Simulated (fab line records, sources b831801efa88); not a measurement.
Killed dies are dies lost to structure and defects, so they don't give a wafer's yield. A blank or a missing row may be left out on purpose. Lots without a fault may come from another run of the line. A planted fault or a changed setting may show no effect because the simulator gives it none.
A struck lot beside a sound one | flow sky130 | 15 steps out of a route of 708
Sound: wafers L182.3, L182.5, L182.6. Struck: wafers L195.2, L195.5, L195.6. The cause comes at the end.
At each step with rows: each side's tool, then ch and its chambers, then its first start. Under that, the readings that differ: sound wafers | struck wafers | difference of the means | sigmas: that difference in standard deviations of wafers without a fault.
alike: readings whose means differ by less than 2 such deviations, and words and numbers that are the same on both sides. not compared: withheld readings, readings that some wafer has no value for, bounds like >300 that may hide the same value, and numbers for which the record gives no deviation and whose values overlap.
The two part at a step that has a row with sigmas, a row that says differs or no value, or rows on one side only. Numbers that don't overlap but have no deviation are shown without sigmas and don't part them. A reading that every wafer of one side lacks parts them only if that side has two wafers or more.

SKY_SD_N_RS_MEAS_16: measures by four-point-probe.
  sound on film_metro-04, day 28 18:35; struck on film_metro-01, day 33 04:31
  alike: SD_N_RS
SKY_SD_N_RS_MEAS_17: measures by four-point-probe.
  sound on film_metro-04, day 28 18:42; struck on film_metro-01, day 33 04:38
  alike: SD_P_RS
SKY_SD_N_RS_MEAS_18: measures by four-point-probe.
  sound on film_metro-04, day 28 18:49; struck on film_metro-01, day 33 04:45
  alike: RES_XHIGH_RS
then, 2 steps without rows for these wafers: SKY_SALICIDE_CLEAN_00 (cleans in HF-last, time 30 s); SKY_LI_CONTACT_HDPCVD_00 (deposits PSG, target thk 930 nm, time 155 s).
SKY_LI_CONTACT_THK_MEAS_01:
  sound on film_metro-04, day 28 19:02; struck on film_metro-04, day 33 04:59
  alike: LI_CONTACT_HDPCVD_THK
SKY_LI_CONTACT_CMP_02: polishes PSG.
  sound on cmp-01 ch 0,1,3, day 28 19:11; struck on cmp-01 ch 0,1,3, day 33 05:08
  alike: motor_current_A, slurry_flow_ml_min, time_to_endpoint_s
SKY_LI_CONTACT_BOW_MEAS_03:
  sound on film_metro-04, day 28 19:25; struck on film_metro-01, day 33 05:21
  alike: LI_CONTACT_BOW
then, 4 steps without rows for these wafers: SKY_LI_CONTACT_DEHYDRATE_04 (time 60 s); SKY_LI_CONTACT_HMDS_05 (prime time 60 s); SKY_LI_CONTACT_COAT_06 (resist thk 60 nm); SKY_LI_CONTACT_COAT_07 (resist thk 450 nm).
SKY_LI_CONTACT_SOFTBAKE_08: time 90 s.
  sound on litho_track-04 ch 0, day 29 09:00; struck on litho_track-01 ch 0, day 33 17:00
  reading                  | sound                | struck               | difference | sigmas
  heater_power_total_W (W) | 57.26 57.29 57.47    | 58.02 58.27 58.33    | +0.87      | +7
  run_length_s (s)         | 119.42 119.53 119.39 | 114.94 114.99 115.01 | -4.47      | -19
then, 2 steps without rows for these wafers: SKY_LI_CONTACT_EXPOSE_09 (exposes mask LICM1, target cd 170 nm); SKY_PAD_OPEN_PROBE_99.

WHERE THEY PART
Only at SKY_LI_CONTACT_SOFTBAKE_08, within this record.

WHY: what the simulator had put in
Process parameter drift: litho_track-01, from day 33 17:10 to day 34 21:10, at SKY_LI_CONTACT_SOFTBAKE_08. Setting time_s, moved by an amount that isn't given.
